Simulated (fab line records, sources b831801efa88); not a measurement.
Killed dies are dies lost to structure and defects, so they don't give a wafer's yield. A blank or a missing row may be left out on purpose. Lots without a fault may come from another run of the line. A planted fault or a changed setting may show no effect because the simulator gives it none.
A struck lot beside a sound one | flow sky130 | 21 steps out of a route of 708
Sound: wafers L374.1, L374.2, L374.4. Struck: wafers L365.2, L365.4, L365.5. The cause comes at the end.
At each step with rows: each side's tool, then ch and its chambers, then its first start. Under that, the readings that differ: sound wafers | struck wafers | difference of the means | sigmas: that difference in standard deviations of wafers without a fault.
alike: readings whose means differ by less than 2 such deviations, and words and numbers that are the same on both sides. not compared: withheld readings, readings that some wafer has no value for, bounds like >300 that may hide the same value, and numbers for which the record gives no deviation and whose values overlap.
The two part at a step that has a row with sigmas, a row that says differs or no value, or rows on one side only. Numbers that don't overlap but have no deviation are shown without sigmas and don't part them. A reading that every wafer of one side lacks parts them only if that side has two wafers or more.

first, 1 step without rows for these wafers: SKY_RES_XHIGH_IMPLANT_07.
SKY_RES_XHIGH_STRIP_08: strips in O2/N2.
  sound on plasma_asher-04 ch 0,1, day 33 10:56; struck on plasma_asher-01 ch 0,1, day 30 15:23
  alike: drypump_motor_current_A, oes_product_au, strip_time_to_endpoint_s
  not compared: rf_hours_counter_h
SKY_RES_XHIGH_TW_MEAS_09:
  sound on film_metro-04, day 33 11:02; struck on film_metro-04, day 30 15:30
  alike: RES_XHIGH_TW
then, 7 steps without rows for these wafers: SKY_SD_N_DEHYDRATE_00 (time 60 s); SKY_SD_N_HMDS_01 (prime time 60 s); SKY_SD_N_COAT_02 (resist thk 1140 nm); SKY_SD_N_SOFTBAKE_03 (time 60 s); SKY_SD_N_EXPOSE_04 (exposes mask NSDM, target cd 380 nm); SKY_SD_N_PEB_05; SKY_SD_N_DEVELOP_06 (develop time 60 s).
SKY_SD_N_CD_MEAS_07: target cd 380 nm.
  sound on cd_sem-01, day 34 13:20; struck on cd_sem-02, day 31 18:14
  alike: cd_nm
SKY_SD_N_OVL_MEAS_08:
  sound on overlay-01, day 34 13:28; struck on overlay-02, day 31 18:20
  alike: SD_N_OVL
SKY_SD_N_IMPLANT_09:
  sound on implanter-02 ch 0, day 34 13:29; struck on implanter-01 ch 0, day 31 18:23
  reading                          | sound                         | struck                      | difference | sigmas
  beam_on_s (s)                    | 18.5 18.1 18.5                | 30.9 32.6 31.3              | +13.2      | +29
  dose_ions_cm2                    | 3.994e+15 3.993e+15 3.993e+15 | 6.614e+15 6.62e+15 6.62e+15 | +2.625e+15 | +99 or more
  end_station_pressure_torr (Torr) | 1.4e-05 1.25e-05 1.39e-05     | 9.9e-06 1.04e-05 1.1e-05    | -3.0e-06   | -4
then, 1 step without rows for these wafers: SKY_SD_N_IMPLANT_10.
SKY_SD_N_STRIP_11: strips in O2/N2.
  sound on plasma_asher-03 ch 0,1, day 34 13:47; struck on plasma_asher-04 ch 1, day 31 18:40
  reading                      | sound             | struck            | difference | sigmas
  oes_product_au (a.u.)        | 0.529 0.524 0.525 | 0.517 0.513 0.509 | -0.013     | -3
  strip_time_to_endpoint_s (s) | 22.53 22.55 22.51 | 23.65 23.67 23.66 | +1.13      | +23
  alike: drypump_motor_current_A
  not compared: rf_hours_counter_h
SKY_SD_N_TW_MEAS_12:
  sound on film_metro-01, day 34 13:53; struck on film_metro-04, day 31 18:46
  reading | sound          | struck         | difference | sigmas
  SD_N_TW | 3931 3941 3973 | 4076 4074 4076 | +127       | +2
then, 1 step without rows for these wafers: SKY_SD_N_CLEAN_13 (cleans in SC1/SC2, time 150 s).
SKY_SD_N_RTA_14: time 2 s.
  sound on rtp_anneal-01 ch 0, day 34 14:04; struck on rtp_anneal-02 ch 0, day 31 18:53
  alike: lamp_power_pct, wafer_temp_C_max
SKY_SD_N_RS_MEAS_16: measures by four-point-probe.
  sound on film_metro-04, day 34 14:14; struck on film_metro-01, day 31 19:04
  reading          | sound             | struck            | difference | sigmas
  SD_N_RS (ohm/sq) | 68.55 68.57 68.65 | 64.86 64.92 64.88 | -3.70      | -28
SKY_SD_N_RS_MEAS_17: measures by four-point-probe.
  sound on film_metro-04, day 34 14:22; struck on film_metro-01, day 31 19:11
  alike: SD_P_RS
-- the record jumps here: 17 days lie between the struck wafers' starts before and after (it left off in module SD_N and takes up again in module PAD_OPEN, whose first step shown is number 708 of the route) --
SKY_PAD_OPEN_PROBE_99:
  sound on prober-01, day 50 10:20; struck on prober-02, day 48 16:16
  reading                                 | sound             | struck            | difference | sigmas
  model.etest.res_ndiff.line_ohm_um       | 731.6 720.9 719   | 711.9 678.8 697.7 | -27.7      |
  model.etest.nfet_g5v0d10v5.r_on_ohm_um  | 1870 1881 1843    | 1809 1811 1832    | -47        |
  model.etest.sonos_uncharged.r_on_ohm_um | 795.9 816.9 806.4 | 769.2 783.5 794.5 | -24.0      |
  model.etest.licon_ndiff.rc_ohm          | 187.4 185.3 189.4 | 161 164.7 162.4   | -25        |
  model.etest.res_ndiff_hv.rs_ohm_sq      | 110.5 110.4 110.7 | 101.6 102 101.5   | -8.8       |
  model.etest.res_ndiff.rs_ohm_sq         | 115.8 116.4 117.1 | 108 107.2 107.3   | -9         |
  alike: killed_at_M0_to_M3, killed_at_M4_up, killed_at_contacts, killed_at_front_end, killed_at_other, killed_dies, killed_open, killed_short
  not compared: model.etest.nfet_g5v0d10v5.off_log10_a_um, model.etest.sonos_programmed.off_log10_a_um

WHERE THEY PART
First at SKY_SD_N_IMPLANT_09; last, within this record, at SKY_SD_N_RS_MEAS_16. Later steps at which nothing parts them and some readings are alike: SKY_SD_N_RS_MEAS_17, SKY_PAD_OPEN_PROBE_99.

WHY: what the simulator had put in
Process parameter drift: implanter-01, from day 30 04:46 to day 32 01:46, at SKY_SD_N_IMPLANT_09. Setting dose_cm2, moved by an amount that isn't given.
